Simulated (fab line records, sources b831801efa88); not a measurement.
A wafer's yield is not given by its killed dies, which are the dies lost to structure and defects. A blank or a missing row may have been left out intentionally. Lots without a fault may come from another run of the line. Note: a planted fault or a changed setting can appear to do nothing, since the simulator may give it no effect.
Which of the tools did it? / flow sky130 / 36 wafers from 12 lots sampled at 3 of the route's 708 steps

WHAT THE GAUGES SHOWED, per wafer
SKY_SONOS_TUNNEL_CD_MEAS_07: target cd 410 nm. Usual: cd-nm 410.3 nm, standard deviation 2.1.
lot=L490; measured=day 11 06:28; on=cd-sem-01; cd-nm (nm)=410.5 413.1 413.8; flag=
lot=L491; measured=day 12 01:02; on=cd-sem-01; cd-nm (nm)=413.0 409.9 409.2; flag=
lot=L492; measured=day 12 09:34; on=cd-sem-02; cd-nm (nm)=410.5 413.2 408.6; flag=
lot=L493; measured=day 12 20:35; on=cd-sem-02; cd-nm (nm)=407.7 409.8 410.7; flag=
lot=L495; measured=day 13 01:22; on=cd-sem-01; cd-nm (nm)=413.0 414.3 410.8; flag=
lot=L494; measured=day 13 02:18; on=cd-sem-01; cd-nm (nm)=408.2 410.5 407.3; flag=
lot=L496; measured=day 13 13:04; on=cd-sem-01; cd-nm (nm)=408.2 407.7 409.0; flag=
lot=L500; measured=day 15 01:10; on=cd-sem-02; cd-nm (nm)=411.5 411.3 413.9; flag=
lot=L502; measured=day 15 14:17; on=cd-sem-02; cd-nm (nm)=409.8 409.1 408.5; flag=
lot=L503; measured=day 16 10:34; on=cd-sem-01; cd-nm (nm)=408.7 409.2 408.6; flag=
lot=L504; measured=day 16 16:43; on=cd-sem-02; cd-nm (nm)=412.9 410.8 413.0; flag=
lot=L505; measured=day 17 12:37; on=cd-sem-01; cd-nm (nm)=409.6 407.2 410.3; flag=

SKY_POLY_GATE_CD_MEAS_13: target cd 150 nm. Usual: cd-nm 149.4 nm, standard deviation 1.4.
lot=L490; measured=day 16 05:03; on=cd-sem-02; cd-nm (nm)=150.3 151.1 149.9; flag=
lot=L491; measured=day 17 02:06; on=cd-sem-01; cd-nm (nm)=151.2 151.3 152.0; flag=
lot=L492; measured=day 17 11:47; on=cd-sem-02; cd-nm (nm)=149.8 149.4 149.6; flag=
lot=L493; measured=day 18 04:10; on=cd-sem-02; cd-nm (nm)=147.8 146.9 146.7; flag=
lot=L495; measured=day 18 04:28; on=cd-sem-02; cd-nm (nm)=149.9 150.6 151.9; flag=
lot=L494; measured=day 18 12:56; on=cd-sem-02; cd-nm (nm)=148.7 148.9 148.8; flag=
lot=L496; measured=day 18 22:46; on=cd-sem-02; cd-nm (nm)=151.0 151.2 150.5; flag=
lot=L500; measured=day 20 11:07; on=cd-sem-01; cd-nm (nm)=149.3 147.8 148.9; flag=
lot=L502; measured=day 21 02:39; on=cd-sem-01; cd-nm (nm)=151.0 152.3 151.3; flag=
lot=L503; measured=day 22 02:30; on=cd-sem-01; cd-nm (nm)=150.0 150.6 149.6; flag=
lot=L504; measured=day 22 12:46; on=cd-sem-02; cd-nm (nm)=148.3 149.0 149.3; flag=
lot=L505; measured=day 23 07:26; on=cd-sem-01; cd-nm (nm)=150.5 150.2 150.0; flag=

EACH LOT AND THE TOOL THAT RAN IT (in order: tool; ch and the chambers of the sampled wafers; start)
lot=L490; SKY_SONOS_ONO_ETCH_15=rie-diel-04 ch 0,1,2, day 12 13:32
lot=L491; SKY_SONOS_ONO_ETCH_15=rie-diel-03 ch 1,2,3, day 13 08:38
lot=L492; SKY_SONOS_ONO_ETCH_15=rie-diel-01 ch 0,1,2, day 13 15:34
lot=L493; SKY_SONOS_ONO_ETCH_15=rie-diel-04 ch 1,2,3, day 14 05:20
lot=L495; SKY_SONOS_ONO_ETCH_15=rie-diel-04 ch 1,2,3, day 14 07:23
lot=L494; SKY_SONOS_ONO_ETCH_15=rie-diel-04 ch 1,2,3, day 14 13:17
lot=L496; SKY_SONOS_ONO_ETCH_15=rie-diel-04 ch 0,1,3, day 14 22:50
lot=L500; SKY_SONOS_ONO_ETCH_15=rie-diel-03 ch 0,1, day 16 08:59
lot=L502; SKY_SONOS_ONO_ETCH_15=rie-diel-01 ch 0,1, day 17 01:55
lot=L503; SKY_SONOS_ONO_ETCH_15=rie-diel-01 ch 1,2,3, day 17 23:18
lot=L504; SKY_SONOS_ONO_ETCH_15=rie-diel-01 ch 0,1,3, day 18 04:34
lot=L505; SKY_SONOS_ONO_ETCH_15=rie-diel-04 ch 0,2,3, day 18 22:34
- SKY_SONOS_ONO_ETCH_15: etches the open film in CHF3/O2, target depth 19.52 nm, time 7.8 s.

AS READ BY THE TOOLS THEMSELVES (means over the sampled wafers that have a number; for cases with no such wafer, the mark the record gives instead)
SKY_SONOS_ONO_ETCH_15. Usual: chf3-flow-sccm 50.02 sccm, standard deviation 0.15; drypump-motor-current-A 5.6 A, standard deviation 0.52; oes-product-au 0.997 a.u., standard deviation 0.01; throttle-valve-pct 8.824 %, standard deviation 0.0093.
lot=L490; tool=rie-diel-04; chf3-flow-sccm (sccm)=50.05; drypump-motor-current-A (A)=5.3; oes-product-au (a.u.)=0.978; throttle-valve-pct (%)=8.818; flag=
lot=L491; tool=rie-diel-03; chf3-flow-sccm (sccm)=50.08; drypump-motor-current-A (A)=6.0; oes-product-au (a.u.)=1.007; throttle-valve-pct (%)=8.824; flag=
lot=L492; tool=rie-diel-01; chf3-flow-sccm (sccm)=50.03; drypump-motor-current-A (A)=5.5; oes-product-au (a.u.)=0.995; throttle-valve-pct (%)=8.822; flag=
lot=L493; tool=rie-diel-04; chf3-flow-sccm (sccm)=49.98; drypump-motor-current-A (A)=5.8; oes-product-au (a.u.)=0.992; throttle-valve-pct (%)=8.821; flag=
lot=L495; tool=rie-diel-04; chf3-flow-sccm (sccm)=49.99; drypump-motor-current-A (A)=5.8; oes-product-au (a.u.)=0.994; throttle-valve-pct (%)=8.825; flag=
lot=L494; tool=rie-diel-04; chf3-flow-sccm (sccm)=50.12; drypump-motor-current-A (A)=5.8; oes-product-au (a.u.)=0.994; throttle-valve-pct (%)=8.824; flag=
lot=L496; tool=rie-diel-04; chf3-flow-sccm (sccm)=49.97; drypump-motor-current-A (A)=5.7; oes-product-au (a.u.)=1.002; throttle-valve-pct (%)=8.824; flag=
lot=L500; tool=rie-diel-03; chf3-flow-sccm (sccm)=49.94; drypump-motor-current-A (A)=5.5; oes-product-au (a.u.)=1.000; throttle-valve-pct (%)=8.816; flag=
lot=L502; tool=rie-diel-01; chf3-flow-sccm (sccm)=50.10; drypump-motor-current-A (A)=5.1; oes-product-au (a.u.)=1.004; throttle-valve-pct (%)=8.822; flag=
lot=L503; tool=rie-diel-01; chf3-flow-sccm (sccm)=49.96; drypump-motor-current-A (A)=5.4; oes-product-au (a.u.)=0.992; throttle-valve-pct (%)=8.822; flag=
lot=L504; tool=rie-diel-01; chf3-flow-sccm (sccm)=50.00; drypump-motor-current-A (A)=5.2; oes-product-au (a.u.)=0.997; throttle-valve-pct (%)=8.816; flag=
lot=L505; tool=rie-diel-04; chf3-flow-sccm (sccm)=49.99; drypump-motor-current-A (A)=5.8; oes-product-au (a.u.)=1.002; throttle-valve-pct (%)=8.814; flag=

THE ANSWER, worked out from the rows above alone
Rule: a lot is off if the mean of its wafers that have a number lies more than 3 standard deviations from the usual mean. A lot without any number at a reading at which 4 lots or more have one is off too. Any other lot the step has rows for is counted as sound. After the gauges, taken in route order, come the tools' own readings; for these a lot's mean is taken, as printed above. The first step at which some lot is off is used, and at that step the reading that is off furthest; a lot without a number counts as furthest.
None of the lots is off at any reading shown; this tells nothing.

WHAT THE SIMULATOR HAD INSERTED
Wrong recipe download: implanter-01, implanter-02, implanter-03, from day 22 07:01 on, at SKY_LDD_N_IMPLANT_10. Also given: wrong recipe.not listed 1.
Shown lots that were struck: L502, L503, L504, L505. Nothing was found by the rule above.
